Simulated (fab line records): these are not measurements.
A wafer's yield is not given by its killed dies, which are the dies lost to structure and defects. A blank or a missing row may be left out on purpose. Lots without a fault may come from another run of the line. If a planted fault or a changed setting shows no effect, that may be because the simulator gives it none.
A single fault, viewed from 2 desks ; flow sky130 ; every desk sees just its own numbers, and what lay behind them comes last

## FROM THE METROLOGY DESK
What the gauges read for every lot (on any tool): the sampled wafers with a number, averaged. The brackets show how far a lot's mean lies from the usual mean; more than 4 standard deviations puts the lot out of limits, marked OUT.
Columns: A = cd nm at SKY_VIA3_CD_MEAS_12, usual 199.6 nm; B = VIA3_OVL at SKY_VIA3_OVL_MEAS_13, usual 4 nm
lot;first seen here;A;B
L114;day 40 03:56;200.1;5
L116;day 40 18:07;199.5;4
L117;day 41 04:41;200.1;3
L118;day 41 13:41;197.9;4
L120;day 41 22:38;199.9;1
L122;day 42 03:36;202.0;3
L123;day 42 17:57;197.8;-5
L125;day 43 01:23;198.7;3
L128;day 43 12:02;196.5;12
L129;day 43 17:38;199.3;0
L134;day 45 00:00;200.3;7
This desk's verdict: no lot among the 11 shows anything out of limits.

## AT THE TOOL OWNER'S DESK: rie metal-04
The tool's own readings at SKY_CAP2M_METAL_ETCH_13 (etches TiN in Cl2/BCl3, stops on SiO2, target depth 220 nm, time 62.9 s): means of the sampled wafers that have a number, for each lot that ran on this tool. The brackets show how far a lot's mean lies from the usual mean; more than 4 standard deviations puts the lot out of limits, marked OUT.
Columns: A = drypump motor current A at SKY_CAP2M_METAL_ETCH_13, usual 5.6 A; B = oes product au at SKY_CAP2M_METAL_ETCH_13, usual 0.941 a.u.; C = run length s at SKY_CAP2M_METAL_ETCH_13, usual 91.26 s; D = throttle valve pct at SKY_CAP2M_METAL_ETCH_13, usual 21.902 %
lot;first seen here;A;B;C;D
L117;day 42 06:16;5.7;0.944;91.09;21.904
L122;day 43 04:46;5.4;0.946;91.19;21.891
L123;day 43 18:16;5.7;0.935;93.52 (+7.8) OUT;21.901
L129;day 44 17:33;5.4;0.915;93.59 (+8.0) OUT;21.922
This desk's finding: out of limits on L123, L129; first on L123, day 43 18:16 (run length s at SKY_CAP2M_METAL_ETCH_13). In limits: L117, L122.

## BROUGHT TOGETHER
At day 43 18:16, on L123, L129, the tool owner's desk was in a position to raise an alarm.
Nothing out of limits was seen by the metrology desk.
The metrology desk holds a record of L123, L129, inside its limits.
Every lot named ran SKY_CAP2M_METAL_ETCH_13 on rie metal-04.

## WHAT THE SIMULATOR PUT IN
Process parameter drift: rie metal-04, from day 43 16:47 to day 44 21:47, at SKY_CAP2M_METAL_ETCH_13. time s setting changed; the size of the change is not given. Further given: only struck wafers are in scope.
Struck lots among those shown: L123, L129.
Each desk's first reading out of limits, in hours after the fault started: the tool owner's desk, 1.
